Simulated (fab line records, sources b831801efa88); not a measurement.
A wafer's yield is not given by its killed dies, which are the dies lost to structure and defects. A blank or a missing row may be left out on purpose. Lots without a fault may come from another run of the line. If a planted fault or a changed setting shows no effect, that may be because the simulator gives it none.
Chamber matching -- flow gf180mcu -- 4 sister chambers for GF_V5_CMP_26 on cmp-02
The step polishes, stops on SiO2, t overpolish 15 s, target thk 0 nm. 48 wafers are shown with their chamber, then 12 later ones without.

== WAFERS, EACH WITH ITS CHAMBER ==
wafer,chamber,motor-current-A (A),time-to-endpoint-s (s),overpolish-run-s (s)
L074.1,1,13.7,82,14.997
L074.3,2,9.9,85,14.980
L074.5,3,12.2,82,15.002
L074.2,0,9.0,86,15.005
L074.4,3,12.8,88,15.004
L074.6,2,10.1,88,15.011
L075.1,1,13.3,84,14.994
L075.5,1,13.4,83,15.010
L075.6,2,9.2,86,14.995
L076.3,2,9.2,81,15.005
L076.4,1,13.5,82,15.004
L076.5,2,10.1,84,14.990
L076.1,3,12.7,89,15.000
L076.2,0,8.8,85,14.999
L076.6,3,12.4,88,15.001
L077.1,1,13.3,83,14.987
L077.2,2,10.1,80,15.003
L077.3,3,12.8,85,15.005
L078.1,1,12.9,84,14.983
L078.2,0,8.4,86,15.000
L078.3,2,10.0,82,14.999
L079.2,3,12.5,89,14.998
L079.3,1,12.8,86,14.994
L079.5,3,12.3,91,14.976
L081.3,1,14.0,88,15.003
L081.4,0,8.7,87,14.988
L081.5,0,9.4,90,14.989
L081.1,3,12.4,85,14.991
L081.2,2,9.8,85,15.006
L081.6,1,13.8,82,14.998
L084.1,2,9.9,83,14.987
L084.3,0,8.5,86,14.999
L084.6,3,12.1,86,15.011
L087.4,0,8.8,86,14.986
L087.5,1,12.6,88,14.984
L087.6,0,8.5,87,15.009
L089.1,3,12.9,86,15.001
L089.3,1,13.8,84,15.012
L089.5,0,8.5,90,14.999
L090.1,2,9.7,92,14.998
L090.3,3,12.9,92,14.998
L090.6,1,12.8,93,14.995
L091.2,0,9.0,86,14.998
L091.3,2,9.7,88,15.013
L091.6,0,8.2,86,14.999
L091.1,1,13.4,85,15.009
L091.4,3,12.4,90,15.001
L091.5,1,14.0,85,15.005

SIGNATURES (means of the wafers above)
reading,chamber 0,chamber 1,chamber 2,chamber 3,scatter within a chamber
motor-current-A,8.709,13.379,9.791,12.533,0.364
time-to-endpoint-s,86.82,84.93,84.91,87.58,2.87
overpolish-run-s,14.99736,14.99821,14.99882,14.99900,0.00894
Rule: a wafer's distance from a chamber is the root of the sum, over the readings, of the square of ((its reading less the chamber's mean) divided by the reading's scatter). The wafer belongs to the nearest chamber; if the next one is less than 2 further off, it can't be placed. How the scatter is found: for the shown wafers, subtract from each reading the mean of its chamber, square and add these, divide the total by (wafers less chambers), then take the root.

== WAFERS WITHOUT THEIR CHAMBER ==
wafer,motor-current-A (A),time-to-endpoint-s (s),overpolish-run-s (s)
L092.3,13.9,84,15.000
L092.5,12.6,87,15.016
L092.6,8.6,87,14.995
L093.1,9.5,85,15.001
L093.2,12.2,86,14.980
L093.6,12.5,88,15.013
L094.2,9.0,86,14.995
L094.4,14.0,88,15.004
L094.6,12.3,84,15.000
L096.2,8.2,84,15.013
L096.4,11.8,81,14.987
L096.5,12.9,77,14.995

== EACH ONE'S CHAMBER ==
wafer,from the rows above,in truth
L092.3,1,1
L092.5,can't be placed: 3 or 1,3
L092.6,0,0
L093.1,can't be placed: 2 or 0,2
L093.2,can't be placed: 3 or 1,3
L093.6,can't be placed: 3 or 1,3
L094.2,can't be placed: 0 or 2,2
L094.4,can't be placed: 1 or 3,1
L094.6,can't be placed: 3 or 1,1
L096.2,0,0
L096.4,can't be placed: 3 or 1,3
L096.5,can't be placed: 1 or 3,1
Correct placement for 3 of the 12. These rows do not allow placing 9 (true chamber among the candidates in 9). Wrongly placed: 0.
